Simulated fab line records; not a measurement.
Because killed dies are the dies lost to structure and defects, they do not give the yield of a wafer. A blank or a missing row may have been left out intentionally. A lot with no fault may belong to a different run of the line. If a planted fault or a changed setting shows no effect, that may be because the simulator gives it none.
A lot that was struck, set against a sound lot    flow sky130    16 out of 708 route steps
Sound: these wafers, L182.1, L182.2, L182.3. Wafers struck: L188.3, L188.4, L188.6. Last of all comes the cause.
At each step with rows: each side's tool, then ch and its chambers, then its first start. Under that, the readings that differ: sound wafers    struck wafers    difference of the means    sigmas: that difference in standard deviations of wafers without a fault.
alike: words and numbers the same on both sides, and readings whose means are apart by under 2 such deviations; not compared: readings that were withheld, readings missing a value for some wafer, numbers with overlapping values and no deviation given by the record, and bounds like >300 which may hide the same value.
The two part at a step that has a row with sigmas, a row that says differs or no value, or rows on one side only. When numbers do not overlap yet have no deviation, they are printed without sigmas and do not part them. Lack of a reading on every wafer of one side parts them only where that side has two or more wafers.

SKY_NWELL_OVL_MEAS_10:
  sound on overlay-01 at day 5 14:35; struck on overlay-01 at day 6 18:27
  alike: NWELL_00_OVL
then, 3 steps without rows for these wafers: SKY_NWELL_IMPLANT_11; SKY_NWELL_IMPLANT_12; SKY_NWELL_IMPLANT_13.
SKY_NWELL_STRIP_14: strips in O2/N2.
  sound on plasma_asher-01 ch 0,1, day 5 15:07; struck on plasma_asher-01 ch 0,1, day 6 18:58
reading                       sound              struck             difference  sigmas
strip_time_to_endpoint_s (s)  37.00 37.13 37.10  36.74 36.83 36.80  -0.29       -3
  alike: drypump_motor_current_A, o2_flow_sccm, oes_product_au
  not compared: rf_hours_counter_h
SKY_NWELL_TW_MEAS_15:
  sound on film_metro-04 at day 5 15:13; struck on film_metro-03 at day 6 19:02
reading   sound           struck          difference  sigmas
NWELL_TW  1825 1836 1829  1773 1773 1776  -56         -3
then, 6 steps without rows for these wafers: SKY_NWELL_DEHYDRATE_16 (time 60 s); SKY_NWELL_HMDS_17 (prime time 60 s); SKY_NWELL_COAT_18 (resist thk 3000 nm); SKY_NWELL_SOFTBAKE_19; SKY_NWELL_EXPOSE_20 (exposes mask NWM COMPLEMENT, target cd 840 nm); SKY_NWELL_PEB_21.
SKY_NWELL_DEVELOP_22: develop time 60 s.
  sound on litho_track-02 ch 0, day 6 09:00; struck on litho_track-03 ch 0, day 7 13:00
  alike: resist_line_temp_C
SKY_NWELL_OVL_MEAS_23:
  sound on overlay-02 at day 6 09:20; struck on overlay-02 at day 7 14:04
reading            sound           struck  difference                     sigmas
NWELL_01_OVL (nm)  -1.4 -1.4 -0.8  - - -   no value on the struck wafers  
following that, these wafers have no rows for 1 step: SKY_NWELL_IMPLANT_24.
-- the record jumps here: 41 days lie between the struck wafers' starts before and after (it left off in module NWELL and takes up again in module PAD_OPEN, whose first step shown is number 708 of the route) --
SKY_PAD_OPEN_PROBE_99:
  the record has rows for the struck wafers here (prober-02, day 48 04:12) and none for the sound ones

## WHERE THEY PART
Earliest at SKY_NWELL_STRIP_14; latest, in this record, at SKY_PAD_OPEN_PROBE_99.

WHY: what the simulator had put in
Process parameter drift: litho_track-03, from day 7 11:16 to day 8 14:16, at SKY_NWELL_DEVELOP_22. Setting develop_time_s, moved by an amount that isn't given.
